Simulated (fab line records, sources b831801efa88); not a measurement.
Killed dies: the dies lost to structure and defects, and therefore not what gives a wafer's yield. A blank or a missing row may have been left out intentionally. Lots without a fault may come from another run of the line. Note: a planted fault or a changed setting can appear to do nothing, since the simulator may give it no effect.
Which tool did it? | flow sfqLine | 14 lots, 42 wafers sampled, at 2 steps of a route of 325

## WHAT THE GAUGES READ, wafer by wafer
No reading from a measuring or inspecting step in the record can be judged against a usual standard deviation.

## WHICH TOOL RAN EACH LOT (tool, then ch and the chambers of the sampled wafers, then the start)
lot  | SFQ_TRILAYER_L0_LITHO_EXPOSE_006 | SFQ_TRILAYER_L0_VIA_LITHO_EXPOSE_014
L347 | krfScanner-02 ch 0, day 2 09:05  | krfScanner-02 ch 0, day 4 20:40
L348 | krfScanner-02 ch 0, day 2 11:41  | krfScanner-02 ch 0, day 4 22:04
L349 | krfScanner-02 ch 0, day 4 05:43  | krfScanner-02 ch 0, day 7 15:11
L351 | krfScanner-01 ch 0, day 5 04:12  | krfScanner-01 ch 0, day 8 21:14
L353 | krfScanner-01 ch 0, day 5 15:12  | krfScanner-01 ch 0, day 9 08:14
L354 | krfScanner-01 ch 0, day 5 20:48  | krfScanner-01 ch 0, day 9 16:14
L355 | krfScanner-01 ch 0, day 6 02:48  | krfScanner-01 ch 0, day 10 03:02
L356 | krfScanner-01 ch 0, day 6 08:48  | krfScanner-01 ch 0, day 10 09:02
L357 | krfScanner-01 ch 0, day 6 16:00  | krfScanner-02 ch 0, day 10 16:34
L359 | krfScanner-02 ch 0, day 7 06:35  | krfScanner-02 ch 0, day 11 08:24
L363 | krfScanner-01, day 8 11:38       | krfScanner-01, day 12 14:31
L364 | krfScanner-01, day 8 18:38       | krfScanner-01, day 12 22:43
L367 | krfScanner-01 ch 0, day 9 06:50  | krfScanner-02 ch 0, day 13 18:02
L369 | krfScanner-01 ch 0, day 9 21:02  | krfScanner-02 ch 0, day 14 05:50
- SFQ_TRILAYER_L0_LITHO_EXPOSE_006: exposes mask L0, target cd 2000 nm.
- SFQ_TRILAYER_L0_VIA_LITHO_EXPOSE_014: exposes mask L0V, target cd 700 nm.

## WHAT THE TOOLS THEMSELVES READ (means of the sampled wafers that have a number; where no wafer has one, the mark that the record gives instead)
SFQ_TRILAYER_L0_LITHO_EXPOSE_006. Usual: exposureDoseMJCm2 14.398, standard deviation 0.014; focusOffsetNm 0.2 nm, standard deviation 0.52.
lot  | tool          | exposureDoseMJCm2 | focusOffsetNm (nm) | flag
L347 | krfScanner-02 | 14.390            | -0.5               | 
L348 | krfScanner-02 | 14.386            | -0.2               | 
L349 | krfScanner-02 | 14.376            | 0.5                | 
L351 | krfScanner-01 | 14.404            | 0.4                | 
L353 | krfScanner-01 | 14.402            | -0.1               | 
L354 | krfScanner-01 | 14.397            | 0.4                | 
L355 | krfScanner-01 | 14.394            | 0.3                | 
L356 | krfScanner-01 | 14.398            | -0.1               | 
L357 | krfScanner-01 | 14.398            | -0.5               | 
L359 | krfScanner-02 | 14.389            | 0.2                | 
L363 | krfScanner-01 | -                 | -                  | OFF
L364 | krfScanner-01 | -                 | -                  | OFF
L367 | krfScanner-01 | 14.384            | 0.2                | 
L369 | krfScanner-01 | 14.386            | 0.6                | 

SFQ_TRILAYER_L0_VIA_LITHO_EXPOSE_014. Usual: exposureDoseMJCm2 21.301, standard deviation 0.022; focusOffsetNm 0.0 nm, standard deviation 0.56.
lot  | tool          | exposureDoseMJCm2 | focusOffsetNm (nm) | flag
L347 | krfScanner-02 | 21.272            | 0.2                | 
L348 | krfScanner-02 | 21.310            | 0.4                | 
L349 | krfScanner-02 | 21.285            | -0.3               | 
L351 | krfScanner-01 | 21.339            | -0.3               | 
L353 | krfScanner-01 | 21.271            | -0.3               | 
L354 | krfScanner-01 | 21.308            | 0.5                | 
L355 | krfScanner-01 | 21.329            | -0.3               | 
L356 | krfScanner-01 | 21.289            | 0.5                | 
L357 | krfScanner-02 | 21.305            | -0.1               | 
L359 | krfScanner-02 | 21.283            | -0.4               | 
L363 | krfScanner-01 | -                 | -                  | OFF
L364 | krfScanner-01 | -                 | -                  | OFF
L367 | krfScanner-02 | 21.290            | 0.1                | 
L369 | krfScanner-02 | 21.280            | 0.8                | 

## THE ANSWER, worked out from the rows above alone
Rule: a lot is off if the mean of its wafers that have a number lies more than 3 standard deviations from the usual mean. Also off: a lot with no number at a reading for which 4 or more lots have one. All remaining lots with rows at the step are treated as sound. The gauges are gone through in route order, then the tools' own readings, and for those a lot's mean is taken as printed above. At the first step where some lot is off, the reading lying furthest off is the one used; lots without a number count as furthest.
Off: L363, L364, at SFQ_TRILAYER_L0_LITHO_EXPOSE_006 (exposureDoseMJCm2). Without a number there: L363, L364.
If a tool, at that step or one of the process steps before it, ran each lot that is off and ran no sound lot following the first of them, it fits. Not one of the candidates tried fits.

## WHAT THE SIMULATOR HAD PUT IN
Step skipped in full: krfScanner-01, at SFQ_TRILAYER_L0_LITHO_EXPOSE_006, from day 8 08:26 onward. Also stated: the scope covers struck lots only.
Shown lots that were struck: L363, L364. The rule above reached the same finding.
